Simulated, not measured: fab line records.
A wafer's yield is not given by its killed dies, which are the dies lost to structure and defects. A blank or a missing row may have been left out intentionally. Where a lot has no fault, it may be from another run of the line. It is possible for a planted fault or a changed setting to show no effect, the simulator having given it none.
A lot that was struck, set against a sound lot | flow sky130 | 14 out of 708 route steps
Sound: wafers L978.2, L978.3, L978.4. The struck wafers were L975.2, L975.4, L975.5. At the end, the cause is stated.
Per side, at each step with rows, come the tool, then ch with its chambers, and then its first start. Under that, the readings that differ: sound wafers | struck wafers | difference of the means | sigmas: that difference in standard deviations of wafers without a fault.
alike: same words and numbers on both sides, and readings whose means sit less than 2 such deviations apart. not compared: any withheld reading, any reading some wafer has no value for, any bound like >300 that may hide the same value, and any number with overlapping values for which the record gives no deviation.
The two part at a step that has a row with sigmas, a row that says differs or no value, or rows on one side only. Non-overlapping numbers with no deviation appear without sigmas and do not part them. A reading that every wafer of one side lacks parts them only if that side has two wafers or more.

SKY_VIA4_STRIP_13: strips in O2/N2.
  sound on plasmaAsher-02 ch 0,1, day 47 11:28; struck on plasmaAsher-03 ch 0, day 45 23:33
  alike: drypumpMotorCurrentA, oesProductAu, stripTimeToEndpointS
  not compared: rfHoursCounterH
then, 3 steps without rows for these wafers: SKY_VIA4_STRIP_14 (strips in post etch residue remover, time 1200 s); SKY_VIA4_CLEAN_15 (cleans in IPA, time 180 s); SKY_VIA4_CLEAN_16 (cleans in O3/DIW).
SKY_VIA4_SPUTTER_17: material TiN, target thk 20 nm, time 80 s.
  struck on pvdSputter-01, day 46 00:12; sound on pvdSputter-03, day 47 12:06
  alike: cathodeDcPowerW, throttleValvePct
then, 1 step without rows for these wafers: SKY_VIA4_CVD_18 (deposits W, target thk 505 nm, time 152.14 s).
SKY_VIA4_RS_MEAS_19: measurement is done with a four-point probe.
  struck on filmMetro-01, day 46 00:26; sound on filmMetro-01, day 47 12:20
  alike: VIA4_W_RS
SKY_VIA4_THK_MEAS_20: measures by xrf.
  struck on filmMetro-01, day 46 00:32; sound on filmMetro-01, day 47 12:27
  alike: VIA4_W_THK
then, 1 step without rows for these wafers: SKY_VIA4_CMP_21 (polishes, stops on SiO2, t overpolish 25 s, target thk 0 nm).
SKY_METAL5_SPUTTER_00: material Ti, target thk 15 nm, time 10 s.
  struck on pvdSputter-02, day 46 00:53; sound on pvdSputter-01, day 47 12:48
  alike: cathodeDcPowerW, throttleValvePct
then, 1 step without rows for these wafers: SKY_METAL5_SPUTTER_01 (material TiN, target thk 20 nm, time 16.7 s).
SKY_METAL5_SPUTTER_02: material AlCu, target thk 1150 nm, time 61.2 s.
  struck on pvdSputter-02, day 46 00:56; sound on pvdSputter-01, day 47 12:51
  alike: cathodeDcPowerW, throttleValvePct
SKY_METAL5_SPUTTER_03: material Ti, target thk 5 nm, time 3.3 s.
  struck on pvdSputter-02, day 46 00:59; sound on pvdSputter-01, day 47 12:54
reading                                  | sound                | struck               | difference | sigmas
cathodeDcPowerW (W)                      | 3000.0 3000.0 2998.7 | 2510.0 2510.6 2510.0 | -489.4     | -99 or more
model.Ti_of_METAL5_SPUTTER_03.thkNm (nm) | 5.077 5.011 5.044    | 4.178 4.262 4.226    | -0.822     | 
  alike: throttleValvePct
SKY_METAL5_SPUTTER_04: material TiN, target thk 70 nm, time 58.3 s.
  struck on pvdSputter-02, day 46 01:01; sound on pvdSputter-01, day 47 12:55
  alike: cathodeDcPowerW, throttleValvePct

## WHERE THEY PART
SKY_METAL5_SPUTTER_03 only, going by this record. Later steps at which nothing parts them and some readings are alike: SKY_METAL5_SPUTTER_04.

WHY: what the simulator had put in
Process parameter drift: pvdSputter-02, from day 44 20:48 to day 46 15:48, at SKY_METAL5_SPUTTER_03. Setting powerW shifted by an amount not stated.
